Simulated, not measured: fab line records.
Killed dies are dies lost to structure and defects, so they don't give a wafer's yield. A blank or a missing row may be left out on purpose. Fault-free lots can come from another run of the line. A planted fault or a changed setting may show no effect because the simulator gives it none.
fab line records	flow sky130
record lots=6	wafers=18	last_day=50
route steps=708 shown LDD_N@252 LDD_P@255 PAD_OPEN@708
lots untouched by any fault: they come from a run of this same line in which no faults occurred
start_h: hours from the record's first day to the start of the lot's first wafer shown	wait_h: hours from the lot's prior step to this one	" as in the row above	L1.1+2: a row that stands for several wafers	- value missing, or start not given	* or withheld: withheld	< > ~ a bound
route shown NAME@n: names a module that has steps shown in the file, with the first one's number in the route	usual: mean/standard deviation of fault-free wafers	same: alike in all rows	chamber/n: place in a boat	sites: per-site readings	_std_site: standard deviation across them	_edge_site: mean of outer sites minus mean of inner sites	radius_mm: for every site, how far away it sits from the centre of the wafer	mask NAME#n: copy n	behind: the tool/chamber that last shaped the wafer	hold: reason for holding the lot/hours on hold/outcome of the hold	device: names the non-switching transistor (n, p or np)	end of line: at the end of the route, the tests of the same wafers	a step given without rows: its recipe and nothing more	killed: the dies lost at the first sort to structure and to defects; this is not the yield of the wafer	map: shows each die of a wafer: x if killed, . if not, _ if none is there
set.NAME: the setting that was run; set.NAME@STEP: the one run at that earlier step	model.NAME: the simulator's own value behind a step, which no gauge read
lots at some steps of the route; a table a step, a row a wafer
services: from which hour (start_h, from the record's first day; less than 0 if before it) a tool's chamber was out of use, for how many hours, and why
## steps
# step SKY_LDD_N_IMPLANT_15
# recipe species=BF2	energy_kev=50	dose_cm2=5e+12	tilt_deg=30	rotation_deg=270
# step SKY_LDD_N_STRIP_16
# recipe chemistry=O2/N2	power_w=1400	pressure_mtorr=1500	platen_temp_c=withheld	o2_flow_sccm=3000	n2_flow_sccm=300	overash_fraction=0.5
# usual drypump_motor_current_A=5.8/0.42	oes_product_au=0.407/0.0049	strip_time_to_endpoint_s=4.328/0.015
lot.wafer	tool	chamber	start_h	wait_h	drypump_motor_current_A	oes_product_au	rf_hours_counter_h	strip_time_to_endpoint_s
L610.1	plasma_asher-03	0	454.97	0.1	5.2	0.408	64	4.349
L610.2	"	1	"	"	6.3	0.398	64	4.329
L610.6	"	0	"	"	5.2	0.407	-	4.325
L614.1	plasma_asher-01	1	501.07	0.1	6.1	0.403	40	4.325
L614.2	"	0	"	"	5.5	0.407	40	4.319
L614.4	"	0	"	"	5.5	0.414	-	4.339
L616.1	plasma_asher-02	1	507.97	0.1	5.9	0.413	8	4.340
L616.2	"	0	"	"	5.6	0.407	8	4.325
L616.3	"	1	"	"	5.9	0.405	-	4.307
L617.1	plasma_asher-01	1	515.87	0.1	6.1	0.408	41	4.310
L617.2	"	0	"	"	5.5	0.406	41	4.331
L617.4	"	0	"	"	5.5	0.403	-	4.307
L626.1	plasma_asher-01	0	599.17	0.1	5.5	0.411	50	4.345
L626.4	"	1	"	"	6.1	0.412	-	4.346
L626.6	"	1	"	"	6.1	0.404	-	4.332
L627.4	plasma_asher-01	1	605.00	0.1	6.1	0.400	-	4.318
L627.5	"	0	"	"	5.5	0.400	-	4.311
L627.6	"	1	"	"	6.1	0.411	-	4.303
# step SKY_LDD_N_TW_MEAS_17
# usual LDD_N_TW=2595/19
lot.wafer	tool	chamber	start_h	wait_h	LDD_N_TW
L610.1	film_metro-02	-	455.07	0.1	2596
L610.2	"	-	"	"	2579
L610.6	"	-	"	"	2598
L614.1	film_metro-02	-	501.17	0.1	2592
L614.2	"	-	"	"	2592
L614.4	"	-	"	"	2598
L616.1	film_metro-04	-	508.07	0.1	2638
L616.2	"	-	"	"	2632
L616.3	"	-	"	"	2631
L617.1	film_metro-04	-	515.97	0.1	2625
L617.2	"	-	"	"	2621
L617.4	"	-	"	"	2617
L626.1	film_metro-03	-	599.27	0.1	2576
L626.4	"	-	"	"	2597
L626.6	"	-	"	"	2577
L627.4	film_metro-04	-	605.10	0.1	2628
L627.5	"	-	"	"	2628
L627.6	"	-	"	"	2625
# step SKY_LDD_P_DEHYDRATE_00
# recipe temp_c=200	time_s=60
# step SKY_LDD_P_HMDS_01
# recipe prime_time_s=60	prime_temp_c=120
# step SKY_LDD_P_COAT_02
# recipe resist=NOVOLAK	spin_rpm=3000	resist_thk_nm=1140
# step SKY_LDD_P_SOFTBAKE_03
# recipe temp_c=90	time_s=60	resist=NOVOLAK
# step SKY_LDD_P_EXPOSE_04
# recipe mask_id=PSDM	na=0.6	source_shape=conventional	sigma_outer=0.6	polarization=unpolarized	target_cd_nm=380	dose_mj=138
# step SKY_LDD_P_PEB_05
# recipe temp_c=withheld	time_s=*	resist=NOVOLAK
# step SKY_LDD_P_DEVELOP_06
# recipe resist=NOVOLAK	developer=TMAH	develop_time_s=60	dev_temp_c=23
# step SKY_LDD_P_CD_MEAS_07
# recipe target_cd_nm=380
# usual cd_nm=379.5/2.7
lot.wafer	tool	chamber	start_h	wait_h	cd_nm
L610.1	cd_sem-01	-	484.77	0.1	386.3
L610.2	"	-	"	"	386.2
L610.6	"	-	"	"	385.5
L614.1	cd_sem-02	-	531.74	0.1	377.4
L614.2	"	-	"	"	376.4
L614.4	"	-	"	"	377.8
L616.1	cd_sem-01	-	538.24	0.1	377.4
L616.2	"	-	"	"	379.0
L616.3	"	-	"	"	380.7
L617.1	cd_sem-02	-	545.84	0.1	382.3
L617.2	"	-	"	"	380.8
L617.4	"	-	"	"	380.4
L626.1	cd_sem-02	-	628.24	0.1	382.3
L626.4	"	-	"	"	381.9
L626.6	"	-	"	"	381.9
L627.4	cd_sem-01	-	633.34	0.1	382.4
L627.5	"	-	"	"	383.8
L627.6	"	-	"	"	381.8
# step SKY_LDD_P_OVL_MEAS_08
# usual LDD_P_OVL=0.8/1.3
lot.wafer	tool	chamber	start_h	wait_h	LDD_P_OVL[nm]
L610.1	overlay-02	-	484.89	0.1	0.5
L610.2	"	-	"	"	1.7
L610.6	"	-	"	"	-0.8
L614.1	overlay-02	-	531.86	0.1	0.6
L614.2	"	-	"	"	0.6
L614.4	"	-	"	"	0.3
L616.1	overlay-01	-	538.36	0.1	2.4
L616.2	"	-	"	"	0.8
L616.3	"	-	"	"	3.7
L617.1	overlay-01	-	545.96	0.1	0.3
L617.2	"	-	"	"	-1.8
L617.4	"	-	"	"	-1.3
L626.1	overlay-01	-	628.36	0.1	-0.2
L626.4	"	-	"	"	-2.1
L626.6	"	-	"	"	-0.5
L627.4	overlay-02	-	633.42	0.1	1.7
L627.5	"	-	"	"	0.1
L627.6	"	-	"	"	1.2
# step SKY_LDD_P_IMPLANT_09
# recipe species=BF2	energy_kev=25	dose_cm2=1e+13	tilt_deg=withheld
# usual beam_on_s=10.00/0.21	faraday_current_uA=56.4/1.1
lot.wafer	tool	chamber	start_h	wait_h	beam_on_s	faraday_current_uA
L610.1	implanter-01	0	484.93	0.0	9.75	57.8
L610.2	"	0	"	"	10.12	55.7
L610.6	"	0	"	"	9.79	57.8
L614.1	implanter-04	0	531.89	0.0	10.22	55.1
L614.2	"	0	"	"	9.79	57.3
L614.4	"	0	"	"	10.10	56.1
L616.1	implanter-04	0	538.39	0.0	7.93	71.2
L616.2	"	0	"	"	7.58	74.5
L616.3	"	0	"	"	8.07	69.7
L617.1	implanter-04	0	545.99	0.0	8.08	69.9
L617.2	"	0	"	"	7.72	72.8
L617.4	"	0	"	"	7.83	72.5
L626.1	implanter-01	0	628.39	0.0	9.96	56.5
L626.4	"	0	"	"	10.24	55.2
L626.6	"	0	"	"	9.99	56.8
L627.4	implanter-01	0	633.51	0.1	10.17	55.4
L627.5	"	0	"	"	10.28	55.0
L627.6	"	0	"	"	9.96	56.5
# step SKY_LDD_P_STRIP_10
# recipe chemistry=O2/N2	power_w=1400	pressure_mtorr=1500	platen_temp_c=withheld	o2_flow_sccm=3000	n2_flow_sccm=300	overash_fraction=0.5
# usual drypump_motor_current_A=6.0/0.52	oes_product_au=0.716/0.0049	strip_time_to_endpoint_s=14.19/0.043
lot.wafer	tool	chamber	start_h	wait_h	drypump_motor_current_A	oes_product_au	rf_hours_counter_h	strip_time_to_endpoint_s
L610.1	plasma_asher-04	1	485.08	0.1	6.7	0.713	81	14.15
L610.2	"	0	"	"	6.2	0.728	81	14.20
L610.6	"	0	"	"	6.2	0.704	-	14.17
L614.1	plasma_asher-03	1	532.04	0.1	6.3	0.715	71	14.16
L614.2	"	0	"	"	5.2	0.716	71	14.20
L614.4	"	0	"	"	5.2	0.714	-	14.18
L616.1	plasma_asher-01	0	538.54	0.1	5.5	0.716	44	14.14
L616.2	"	1	"	"	6.1	0.716	44	14.15
L616.3	"	1	"	"	6.1	0.710	-	14.14
L617.1	plasma_asher-03	0	546.14	0.1	5.2	0.718	72	14.17
L617.2	"	1	"	"	6.3	0.721	72	14.19
L617.4	"	0	"	"	5.2	0.720	-	14.18
L626.1	plasma_asher-04	0	628.54	0.1	6.2	0.714	95	14.22
L626.4	"	0	"	"	6.2	0.718	-	14.21
L626.6	"	0	"	"	6.2	0.710	-	14.25
L627.4	plasma_asher-01	1	633.62	0.1	6.1	0.705	-	14.27
L627.5	"	0	"	"	5.5	0.717	-	14.22
L627.6	"	1	"	"	6.1	0.717	-	14.24
# step SKY_LDD_P_TW_MEAS_11
# usual LDD_P_TW=639/4.8
lot.wafer	tool	chamber	start_h	wait_h	hold	LDD_P_TW
L610.1	film_metro-04	-	485.18	0.1	-	642
L610.2	"	-	"	"	-	638
L610.6	"	-	"	"	-	638
L614.1	film_metro-01	-	532.14	0.1	-	640
L614.2	"	-	"	"	-	644
L614.4	"	-	"	"	-	641
L616.1	film_metro-04	-	538.64	0.1	await_dispo/0.2h/release	593
L616.2	"	-	"	"	await_dispo/0.2h/release	593
L616.3	"	-	"	"	await_dispo/0.2h/release	591
L616.1	film_metro-04	-	538.87	0.2	-	591
L616.2	"	-	"	"	-	593
L616.3	"	-	"	"	-	594
L617.1	film_metro-02	-	546.24	0.1	await_dispo/0.2h/release	585
L617.2	"	-	"	"	await_dispo/0.2h/release	584
L617.4	"	-	"	"	await_dispo/0.2h/release	584
L617.1	film_metro-02	-	546.47	0.2	-	583
L617.2	"	-	"	"	-	583
L617.4	"	-	"	"	-	582
L626.1	film_metro-01	-	628.64	0.1	-	638
L626.4	"	-	"	"	-	638
L626.6	"	-	"	"	-	637
L627.4	film_metro-01	-	633.72	0.1	-	642
L627.5	"	-	"	"	-	642
L627.6	"	-	"	"	-	636
# step SKY_PAD_OPEN_PROBE_99
# usual killed_at_M0_to_M3=43/7.7	killed_at_M4_up=2.9/1.7	killed_at_contacts=24/5.5	killed_at_front_end=15/4	killed_at_other=0.4/0.66	killed_dies=86/9.4	killed_open=47/6.7	killed_short=38/6.2
# same gross_dies=492	killed_at_back_side=0
lot.wafer	tool	chamber	start_h	wait_h	killed_at_M0_to_M3	killed_at_M4_up	killed_at_contacts	killed_at_front_end	killed_at_other	killed_dies	killed_open	killed_short	model.etest.tip_p.rs_ohm_sq	model.etest.tip_p.rs_ohm_sq_range
L610.1	prober-02	-	1107.96	0.1	59	6	22	13	1	101	61	40	6880	128.5
L610.2	prober-02	-	1108.01	0.1	39	7	28	14	0	88	57	31	6876	223.4
L610.6	prober-02	-	1108.21	0.2	41	3	22	24	0	90	43	47	6862	136.5
L614.1	prober-01	-	1138.65	0.1	35	4	19	18	0	76	45	31	6773	214.8
L614.2	prober-01	-	1138.70	0.1	44	2	25	18	1	90	39	50	6834	142.6
L614.4	prober-01	-	1138.80	0.2	35	1	22	9	0	67	33	34	6773	129.1
L616.1	prober-02	-	1144.81	0.1	53	6	26	17	0	102	54	47	8328	201.5
L616.2	prober-02	-	1144.86	0.1	40	0	18	19	1	78	39	39	8340	332.8
L616.3	prober-02	-	1144.91	0.2	48	5	16	12	0	81	41	40	8320	307.1
L617.1	prober-01	-	1150.42	0.1	43	4	29	15	0	91	43	48	8614	345
L617.2	prober-01	-	1150.47	0.1	54	3	16	14	0	87	44	43	8548	198.2
L617.4	prober-01	-	1150.57	0.2	43	3	20	10	0	76	42	34	8520	300.2
L626.1	prober-02	-	1199.36	0.1	44	5	31	14	0	94	50	44	6854	207.4
L626.4	prober-02	-	1199.51	0.2	34	5	23	11	0	73	49	24	6786	178.3
L626.6	prober-02	-	1199.61	0.2	35	5	28	9	0	77	42	35	6805	191.3
L627.4	prober-01	-	1200.41	0.2	47	4	26	11	2	90	47	43	6903	202
L627.5	prober-01	-	1200.46	0.2	31	3	20	9	1	64	42	22	6834	197.4
L627.6	prober-01	-	1200.51	0.2	51	4	20	13	2	90	51	39	6875	168.6
# killed by level:class
L610.1 VIA1:geometric_particle:open=18 CONTACT:geometric_particle:open=12 VIA3:geometric_particle:open=10 VIA2:geometric_particle:open=7 VIA1:geometric_particle:short=7 FIELD_ISO:geometric_particle:open=6 CONTACT:geometric_particle:short=5 METAL1:geometric_particle:short=5
L610.2 CONTACT:geometric_particle:open=16 VIA1:geometric_particle:open=10 VIA3:geometric_particle:open=8 VIA2:geometric_particle:open=6 FIELD_ISO:geometric_particle:short=4 POLY_GATE:geometric_particle:short=4 LI_CONTACT:geometric_particle:open=4 LOCAL_INTERCONNECT:geometric_particle:short=4
L610.6 FIELD_ISO:geometric_particle:short=9 VIA1:geometric_particle:open=8 LI_CONTACT:geometric_particle:open=7 VIA1:geometric_particle:short=7 POLY_GATE:geometric_particle:open=6 LI_CONTACT:geometric_particle:short=5 CONTACT:geometric_particle:short=5 VIA2:geometric_particle:short=5
L614.1 VIA1:geometric_particle:open=8 VIA2:geometric_particle:open=7 LI_CONTACT:geometric_particle:open=6 VIA3:geometric_particle:open=6 FIELD_ISO:geometric_particle:open=5 LOCAL_INTERCONNECT:geometric_particle:short=5 CONTACT:geometric_particle:open=5 FIELD_ISO:geometric_particle:short=4
L614.2 METAL2:geometric_particle:short=10 CONTACT:geometric_particle:open=9 POLY_GATE:geometric_particle:short=8 VIA3:geometric_particle:open=8 VIA1:geometric_particle:open=7 LI_CONTACT:geometric_particle:open=5 CONTACT:geometric_particle:short=5 LOCAL_INTERCONNECT:geometric_particle:short=4
L614.4 CONTACT:geometric_particle:open=11 VIA1:geometric_particle:open=7 VIA1:geometric_particle:short=5 CONTACT:geometric_particle:short=5 VIA3:geometric_particle:short=5 VIA3:geometric_particle:open=5 VIA2:geometric_particle:short=4 FIELD_ISO:geometric_particle:short=3
L616.1 CONTACT:geometric_particle:open=14 VIA1:geometric_particle:open=11 VIA1:geometric_particle:short=8 LI_CONTACT:geometric_particle:open=7 VIA3:geometric_particle:open=7 METAL1:geometric_particle:short=6 VIA2:geometric_particle:open=6 FIELD_ISO:geometric_particle:short=5
L616.2 VIA1:geometric_particle:open=8 POLY_GATE:geometric_particle:open=6 LOCAL_INTERCONNECT:geometric_particle:short=6 METAL2:geometric_particle:short=6 LI_CONTACT:geometric_particle:open=5 VIA2:geometric_particle:short=5 VIA2:geometric_particle:open=5 FIELD_ISO:geometric_particle:short=4
L616.3 VIA1:geometric_particle:open=12 VIA2:geometric_particle:open=7 METAL1:geometric_particle:short=6 METAL2:geometric_particle:short=6 CONTACT:geometric_particle:short=5 CONTACT:geometric_particle:open=5 VIA3:geometric_particle:short=5 VIA1:geometric_particle:short=5
L617.1 VIA3:geometric_particle:open=10 CONTACT:geometric_particle:short=8 VIA1:geometric_particle:open=8 CONTACT:geometric_particle:open=7 LOCAL_INTERCONNECT:geometric_particle:short=6 POLY_GATE:geometric_particle:short=5 LI_CONTACT:geometric_particle:open=4 VIA1:geometric_particle:short=4
L617.2 VIA1:geometric_particle:open=14 VIA3:geometric_particle:open=9 VIA3:geometric_particle:short=8 POLY_GATE:geometric_particle:short=5 CONTACT:geometric_particle:short=5 METAL1:geometric_particle:short=5 LI_CONTACT:geometric_particle:open=4 CONTACT:geometric_particle:open=4
L617.4 CONTACT:geometric_particle:open=11 VIA1:geometric_particle:open=10 VIA2:geometric_particle:open=8 METAL1:geometric_particle:short=5 VIA3:geometric_particle:open=5 VIA1:geometric_particle:short=5 CONTACT:geometric_particle:short=4 FIELD_ISO:geometric_particle:short=3
L626.1 LOCAL_INTERCONNECT:geometric_particle:short=12 VIA1:geometric_particle:open=11 CONTACT:geometric_particle:open=9 METAL2:geometric_particle:short=8 VIA2:geometric_particle:open=6 VIA1:geometric_particle:short=6 VIA3:geometric_particle:open=6 FIELD_ISO:geometric_particle:open=5
L626.4 VIA1:geometric_particle:open=9 CONTACT:geometric_particle:open=7 LI_CONTACT:geometric_particle:open=6 VIA2:geometric_particle:open=6 VIA3:geometric_particle:open=5 FIELD_ISO:geometric_particle:open=4 LOCAL_INTERCONNECT:geometric_particle:short=4 POLY_GATE:geometric_particle:open=3
L626.6 LI_CONTACT:geometric_particle:open=9 CONTACT:geometric_particle:open=9 VIA2:geometric_particle:open=7 METAL1:geometric_particle:short=5 VIA3:geometric_particle:open=5 LOCAL_INTERCONNECT:geometric_particle:short=4 CONTACT:geometric_particle:short=4 VIA2:geometric_particle:short=4
L627.4 CONTACT:geometric_particle:open=11 VIA2:geometric_particle:open=8 METAL2:geometric_particle:short=7 VIA3:geometric_particle:open=7 LOCAL_INTERCONNECT:geometric_particle:short=5 VIA1:geometric_particle:open=5 LI_CONTACT:geometric_particle:open=4 CONTACT:geometric_particle:short=4
L627.5 VIA1:geometric_particle:open=13 LI_CONTACT:geometric_particle:open=7 CONTACT:geometric_particle:open=6 VIA2:geometric_particle:open=6 CONTACT:geometric_particle:short=4 FIELD_ISO:geometric_particle:open=3 POLY_GATE:geometric_particle:short=3 METAL1:geometric_particle:short=3
L627.6 VIA1:geometric_particle:open=10 VIA2:geometric_particle:open=9 METAL1:geometric_particle:short=9 CONTACT:geometric_particle:open=8 METAL2:geometric_particle:short=7 LI_CONTACT:geometric_particle:open=5 VIA3:geometric_particle:open=5 FIELD_ISO:geometric_particle:open=4
## services
tool	chamber	start_h	hours	kind
implanter-01	-	443.61	3.8	repair
plasma_asher-01	-	458.78	8.1	repair
plasma_asher-03	-	475.92	3.0	repair
implanter-01	-	485.16	9.9	pm
plasma_asher-03	-	492.63	7.9	repair
plasma_asher-02	-	512.16	2.7	pm
plasma_asher-02	-	575.01	9.5	repair
plasma_asher-04	-	604.98	2.0	repair
implanter-01	-	622.01	5.2	repair
plasma_asher-03	-	624.33	12.8	repair
implanter-04	-	627.07	92.0	pm
## key
first_sign step=SKY_LDD_P_IMPLANT_09	reading=faraday_current_uA	direction=up	sigmas=14	usual=56.4	struck=71.8
effect step=SKY_LDD_P_IMPLANT_09	reading=beam_on_s	direction=down	sigmas=10	usual=10.00	struck=7.87
effect step=SKY_LDD_P_TW_MEAS_11	reading=visit	direction=added
effect step=SKY_LDD_P_TW_MEAS_11	reading=LDD_P_TW	direction=down	sigmas=11	usual=639	struck=588
model_effect step=SKY_PAD_OPEN_PROBE_99	value=etest.tip_p.rs_ohm_sq	without=6879	struck=8445
met_at SKY_LDD_P_IMPLANT_09
struck_wafers L616.1,L616.2,L616.3,L617.1,L617.2,L617.4
tester_left_out L616,L617
onset_between 531.89 538.39
fault kind=process_parameter_drift	tool=implanter-04	chamber=-	onset_h=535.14	steps=SKY_LDD_P_IMPLANT_09	channel=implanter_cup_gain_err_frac	offset=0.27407	shape=step	end_h=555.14
# tester_left_out: of these lots the tester's yield and bins aren't shown, on N5 and GAA mostly nor the transistor test; their killed dies are dies lost to structure and defects alone, not to doping, threshold or leakage, so they don't give the yield
